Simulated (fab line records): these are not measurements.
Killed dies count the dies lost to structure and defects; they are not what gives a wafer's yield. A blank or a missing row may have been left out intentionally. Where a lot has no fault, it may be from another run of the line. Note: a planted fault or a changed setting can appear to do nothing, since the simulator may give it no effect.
Chamber matching    flow gf180mcu    GF_STI_CMP_25 on cmp-01 has 4 sister chambers
The step polishes, stops on Si3N4, t overpolish 33 s, target thk 524.6 nm. 14 wafers are shown with their chamber, then 7 later ones without.

== EACH WAFER AND ITS CHAMBER ==
wafer   chamber  motorCurrentA (A)  timeToEndpointS (s)  overpolishRunS (s)
L169.1  1        10.9               131                  33.009
L169.2  0        9.8                116                  33.017
L169.3  2        12.6               131                  33.008
L176.1  0        9.7                125                  32.998
L176.2  3        12.1               123                  33.000
L176.3  1        11.0               133                  33.003
L183.3  0        9.7                118                  32.999
L183.4  2        12.4               135                  33.005
L183.5  3        11.6               122                  33.018
L184.2  0        9.9                121                  33.002
L184.5  0        9.4                118                  32.979
L184.6  1        10.6               129                  33.003
L185.1  3        11.4               118                  33.005
L185.2  0        9.5                117                  33.006

SIGNATURES, as means of the wafers listed above
reading          chamber 0  chamber 1  chamber 2  chamber 3  scatter within a chamber
motorCurrentA    9.667      10.833     12.500     11.700     0.232
timeToEndpointS  119.17     131.00     133.00     121.00     2.91
overpolishRunS   33.00017   33.00500   33.00650   33.00767   0.00988
Rule: for each reading, subtract the chamber's mean from the wafer's reading, divide by that reading's scatter and square the result; add these up over the readings and take the root, which gives the wafer's distance from the chamber. The wafer belongs to the nearest chamber; if the next one is less than 2 further off, it can't be placed. The scatter: take each reading less its chamber's mean, square it, sum over the shown wafers, divide by the number of wafers less the number of chambers, and take the root.

== WAFERS WHOSE CHAMBER IS MISSING ==
wafer   motorCurrentA (A)  timeToEndpointS (s)  overpolishRunS (s)
L185.4  12.0               126                  33.007
L191.1  11.1               131                  33.005
L191.3  11.1               119                  32.997
L191.5  9.8                121                  32.985
L192.1  11.6               120                  32.988
L192.2  12.2               134                  32.999
L192.5  12.1               136                  33.014

== WHICH CHAMBER EACH ONE RAN IN ==
wafer   from the rows above      in truth
L185.4  can't be placed: 3 or 2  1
L191.1  1                        1
L191.3  can't be placed: 3 or 1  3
L191.5  0                        0
L192.1  3                        3
L192.2  2                        2
L192.5  2                        2
5 of 7 placed correctly. Cannot be placed on the basis of these rows: 2; the candidates contain the true chamber in 1. 0 placed wrongly.
